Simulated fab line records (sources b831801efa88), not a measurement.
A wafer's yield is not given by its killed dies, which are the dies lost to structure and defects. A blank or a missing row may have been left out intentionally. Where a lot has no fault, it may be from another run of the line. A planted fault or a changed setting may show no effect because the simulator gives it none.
Split-lot experiment    flow sky130    on a route of 708 steps: 5 lots, 23 wafers read

ABOUT THE SPLIT
At SKY_METAL3_SPUTTER_00 (material Ti, target thk 15 nm, time 10 s), the setting power_w was moved away from the recipe's 3000 W on 8 of the 23 wafers read, by -9.1% to +7.5%. The other wafers ran this setting at the recipe's value.

The reading is taken at the split's own step.

THE READING
Ti_of_METAL3_SPUTTER_00.thk_nm (the simulator's own value, which no gauge read), in nm, at SKY_METAL3_SPUTTER_00 (material Ti, target thk 15 nm, time 10 s). The file gives no usual value for it. Here, 15 wafers ran the recipe; their average is 15.08 nm with a standard deviation of 0.19 nm.

wafer   tool, chamber at the split  power_w as run, W  against the recipe  Ti_of_METAL3_SPUTTER_00.thk_nm, nm  against lot-mates on the recipe
L076.1  pvd_sputter-02, -           2825               -5.8%               14.28                               -0.89
L076.3  pvd_sputter-02, -           3000               recipe              15.11                               -
L076.4  pvd_sputter-02, -           3000               recipe              15.13                               -
L076.5  pvd_sputter-02, -           3000               recipe              15.26                               -
L076.6  pvd_sputter-02, -           2825               -5.8%               14.29                               -0.88
L077.1  pvd_sputter-04, -           3226               +7.5%               16.2                                +1.16
L077.2  pvd_sputter-04, -           3226               +7.5%               16.18                               +1.14
L077.3  pvd_sputter-04, -           3226               +7.5%               16.24                               +1.20
L077.4  pvd_sputter-04, -           3000               recipe              14.92                               -
L077.5  pvd_sputter-04, -           3000               recipe              15.15                               -
L079.1  pvd_sputter-01, -           3000               recipe              15.09                               -
L079.2  pvd_sputter-01, -           3000               recipe              14.77                               -
L079.3  pvd_sputter-01, -           3000               recipe              14.61                               -
L079.5  pvd_sputter-01, -           3000               recipe              15.43                               -
L079.6  pvd_sputter-01, -           3000               recipe              15.13                               -
L081.1  pvd_sputter-04, -           3000               recipe              15.18                               -
L081.2  pvd_sputter-04, -           3000               recipe              15.19                               -
L081.5  pvd_sputter-04, -           3000               recipe              15.11                               -
L084.2  pvd_sputter-02, -           3000               recipe              14.97                               -
L084.3  pvd_sputter-02, -           2726               -9.1%               13.73                               -1.31
L084.4  pvd_sputter-02, -           2726               -9.1%               13.64                               -1.40
L084.5  pvd_sputter-02, -           3000               recipe              15.12                               -
L084.6  pvd_sputter-02, -           2726               -9.1%               13.62                               -1.43

FIT RESULTS
A straight line over all 23 wafers: Ti_of_METAL3_SPUTTER_00.thk_nm changes by +0.151 nm for each +1% of power_w; r = +0.97; the points scatter about the line by 0.17 nm.
The same after taking each lot's own level away (the mean of its wafers on the recipe; 23 wafers): +0.153 nm for each +1%; r = +0.98; scatter 0.15 nm.
Per that fit: largest power_w move, reading shift of 1.4 nm.
Across the lots, their own levels run from 15.006 to 15.167 nm, a range of 0.8 times the standard deviation given above.
Consequently the slope shifts little with the lot-to-lot level, the two slopes agreeing.
Check: -1.41 nm against its lot-mates is what the line predicts for one of the wafers moved furthest among these (-9.1%) when that wafer is left out of the fit. It came out at -1.31 nm against them.

ADDITIONAL SPLITS CARRIED BY THESE WAFERS
Note: prior to the reading, these wafers also went through further splits. Each is held against what the fit with the lots' levels taken away leaves over:
other split on the same wafers             wafers away from the commonest value  r with Ti_of_METAL3_SPUTTER_00.thk_nm (lot level and that fit taken away)
SKY_LI_CONTACT_CVD_21 temp_c               9                                     -0.07
SKY_CONTACT_CVD_24 pressure_torr           18                                    +0.02
SKY_METAL2_SPUTTER_02 power_w              9                                     +0.00
SKY_METAL2_SPUTTER_04 chamber_pressure_pa  15                                    +0.02

THE FILE'S OWN FIT
Ti_of_METAL3_SPUTTER_00.thk_nm changes by +0.153 nm for each +1% of power_w, r = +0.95.
